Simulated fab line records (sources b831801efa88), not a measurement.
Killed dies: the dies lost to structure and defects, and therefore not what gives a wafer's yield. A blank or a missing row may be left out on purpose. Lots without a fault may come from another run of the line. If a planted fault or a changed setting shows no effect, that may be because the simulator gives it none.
The tool behind it: which one?    flow gf180mcu    33 wafers from 11 lots sampled at 4 of the route's 602 steps

== WHAT THE GAUGES READ, wafer by wafer ==
GF_NSD_TW_MEAS_12.
lot   measured      on             NSD_TW
L423  day 13 22:19  film-metro-03  4235 4233 4269
L426  day 14 18:22  film-metro-04  4235 4242 4250
L428  day 15 20:28  film-metro-03  4206 4208 4206
L429  day 15 22:46  film-metro-02  4264 4275 4257
L430  day 16 03:46  film-metro-02  4261 4245 4235
L431  day 16 10:25  film-metro-04  4215 4224 4195
L434  day 17 14:56  film-metro-03  4185 4181 4192
L435  day 17 21:19  film-metro-03  4213 4184 4197
L436  day 18 07:43  film-metro-03  4219 4205 4212
L444  day 21 00:43  film-metro-02  4826 4811 4813 4791 4826 4816
L445  day 21 04:11  film-metro-02  4821 4837 4828 4840 4831 4833

== TOOL THAT RAN EACH LOT (tool first, then ch and the chambers of the sampled wafers, then the start) ==
lot   GF_VT_IMPLANT_RTA_45              GF_NSD_IMPLANT_09                GF_NSD_STRIP_11
L423  rtp-anneal-02 ch 0, day 7 21:37   implanter-01 ch 0, day 13 21:55  plasma-asher-01 ch 0,1, day 13 22:13
L426  rtp-anneal-02 ch 0, day 8 16:28   implanter-03 ch 0, day 14 17:58  plasma-asher-01 ch 0,1, day 14 18:16
L428  rtp-anneal-02 ch 0, day 9 14:54   implanter-02 ch 0, day 15 20:04  plasma-asher-04 ch 0,1, day 15 20:22
L429  rtp-anneal-01 ch 0, day 9 15:12   implanter-03 ch 0, day 15 22:22  plasma-asher-01 ch 0,1, day 15 22:40
L430  rtp-anneal-01 ch 0, day 9 20:13   implanter-02 ch 0, day 16 03:22  plasma-asher-04 ch 0,1, day 16 03:40
L431  rtp-anneal-01 ch 0, day 10 00:57  implanter-03 ch 0, day 16 10:01  plasma-asher-04 ch 0, day 16 10:19
L434  rtp-anneal-01 ch 0, day 10 23:35  implanter-03 ch 0, day 17 14:32  plasma-asher-04 ch 0,1, day 17 14:50
L435  rtp-anneal-01 ch 0, day 11 05:13  implanter-01 ch 0, day 17 20:55  plasma-asher-04 ch 1, day 17 21:13
L436  rtp-anneal-02 ch 0, day 11 12:20  implanter-03 ch 0, day 18 07:20  plasma-asher-01 ch 0,1, day 18 07:37
L444  rtp-anneal-02 ch 0, day 13 16:55  implanter-01 ch 0, day 21 00:19  plasma-asher-01 ch 0,1, day 21 00:37
L445  rtp-anneal-02 ch 0, day 13 23:38  implanter-03 ch 0, day 21 03:48  plasma-asher-03 ch 0,1, day 21 04:05
- GF_VT_IMPLANT_RTA_45: time 30 s.
- GF_NSD_IMPLANT_09
- GF_NSD_STRIP_11: strips in O2/N2.

== THE ANSWER, worked out from the rows above alone ==
Rule: usual is defined by the lots themselves. Put in order of their means at a reading, lots are off if they are a third of the lots or fewer, leave a main group of 4 or more, and stand apart from it by a gap of 3 or more times the standard deviation of the main group's means; of several such gaps the widest counts. If all means in a main group match to the digits the tables above print for the reading, that group is not used. Also off: a lot with no number at a reading for which 4 or more lots have one. All remaining lots with rows at the step are treated as sound.
Off: L444, L445, seen at GF_NSD_TW_MEAS_12 (NSD_TW). Main group: mean 4224, sd 25.
If a tool, at a process step before that reading, ran all the lots that are off and no sound lot after the first of them, it fits. Gauges at GF_NSD_TW_MEAS_12: tried the same way as those tools. This does not decide it: 2 tools fit, namely rtp-anneal-02 at GF_VT_IMPLANT_RTA_45 and film-metro-02 at GF_NSD_TW_MEAS_12.

== WHAT THE SIMULATOR PUT IN ==
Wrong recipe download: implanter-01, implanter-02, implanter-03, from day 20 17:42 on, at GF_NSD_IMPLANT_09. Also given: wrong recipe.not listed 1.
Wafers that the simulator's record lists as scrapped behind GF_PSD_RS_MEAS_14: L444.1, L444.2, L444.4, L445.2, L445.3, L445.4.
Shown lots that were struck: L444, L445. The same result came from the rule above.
